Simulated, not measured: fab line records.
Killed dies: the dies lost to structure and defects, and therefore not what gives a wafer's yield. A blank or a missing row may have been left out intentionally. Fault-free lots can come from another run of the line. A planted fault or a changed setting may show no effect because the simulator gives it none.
A struck lot beside a sound one || flow gf180mcu || 15 steps out of a route of 602
Sound: the wafers L551.1, L551.5, L551.6. Struck: wafer L557.2 (L557.3, L557.5, from the same lot, were not struck and are left out); the cause is given at the end.
Each step with rows lists, per side, the tool, then ch with its chambers, then its first start. Under that, the readings that differ: sound wafers || struck wafers || difference of the means || sigmas: that difference in standard deviations of wafers without a fault.
alike: readings with means less than 2 such deviations apart, plus words and numbers identical on both sides. not compared: withheld readings, readings lacking a value on some wafer, bounds such as >300 that could conceal the same value, and numbers that have no deviation in the record and whose values overlap.
A row with sigmas, a row that says differs or no value, or rows on one side alone: a step with any of these is where the two part. Numbers that have no deviation but don't overlap get no sigmas and don't part them. Lack of a reading on every wafer of one side parts them only where that side has two or more wafers.

GF_M4_SPUTTER_04: material TiN, target thk 50 nm, time 41.7 s.
  struck on pvd-sputter-02, day 26 04:11; sound on pvd-sputter-01, day 23 18:10
  alike: throttle-valve-pct
GF_M4_RS_MEAS_05: the measuring method here is four-point-probe.
  struck on film-metro-04, day 26 04:15; sound on film-metro-03, day 23 18:12
  alike: M4_ALCU_RS
GF_M4_THK_MEAS_06: measures by xrf.
  struck on film-metro-04, day 26 04:22; sound on film-metro-03, day 23 18:19
  alike: M4_ALCU_THK
then, 7 steps without rows for these wafers: GF_M4_DEHYDRATE_07 (time 60 s); GF_M4_HMDS_08 (prime time 60 s); GF_M4_COAT_09 (resist thk 1000 nm); GF_M4_SOFTBAKE_10 (time 60 s); GF_M4_EXPOSE_11 (exposes mask Metal4, target cd 280 nm); GF_M4_PEB_12 (peb time 90 s); GF_M4_DEVELOP_13 (develop time 60 s).
GF_M4_CD_MEAS_14 targets a cd of 280 nm.
  struck on cd-sem-01, day 27 00:53; sound on cd-sem-01, day 24 15:55
  alike: cd-nm
GF_M4_OVL_MEAS_15:
  struck on overlay-01, day 27 01:00; sound on overlay-01, day 24 16:02
{"reading": "M4_OVL (nm)", "sound": "6 4 9", "struck": -9, "difference": -15, "sigmas": -3}
GF_M4_METAL_ETCH_16: etches the open film in Cl2/BCl3, stops on SiO2, target depth 750.8 nm, time 125.1 s.
  sound on rie-metal-04 ch 1, day 24 16:05; struck on rie-metal-04 ch 0, day 27 01:02
{"reading": "oes-product-au (a.u.)", "sound": "0.976 0.992 0.985", "struck": 0.801, "difference": -0.183, "sigmas": -32}
{"reading": "throttle-valve-pct (%)", "sound": "28.249 28.227 28.212", "struck": 28.451, "difference": "+0.222", "sigmas": "+20"}
{"reading": "model.KrF_of_M4_COAT_09.thk-nm (nm)", "sound": "697 691.9 690.6", "struck": 776.2, "difference": "+83.0", "sigmas": ""}
  alike: bias-w, drypump-motor-current-A
  not compared: rf-hours-counter-h
GF_M4_STRIP_17: strips in O2/N2.
  sound on plasma-asher-02 ch 0,1, day 24 16:20; struck on plasma-asher-02 ch 0, day 27 01:10
{"reading": "oes-product-au (a.u.)", "sound": "0.541 0.533 0.528", "struck": 0.572, "difference": "+0.038", "sigmas": "+7"}
{"reading": "strip-time-to-endpoint-s (s)", "sound": "7.50 7.46 7.47", "struck": 8.27, "difference": "+0.79", "sigmas": "+18"}
  alike: drypump-motor-current-A, heater-power-w, o2-flow-sccm
  not compared: rf-hours-counter-h
then, 1 step without rows for these wafers: GF_M4_STRIP_18 (strips in post etch residue remover, time 1200 s).

WHERE THEY PART
At GF_M4_OVL_MEAS_15 first; at GF_M4_STRIP_17 last (within this record only).

WHY: whatever the simulator had introduced
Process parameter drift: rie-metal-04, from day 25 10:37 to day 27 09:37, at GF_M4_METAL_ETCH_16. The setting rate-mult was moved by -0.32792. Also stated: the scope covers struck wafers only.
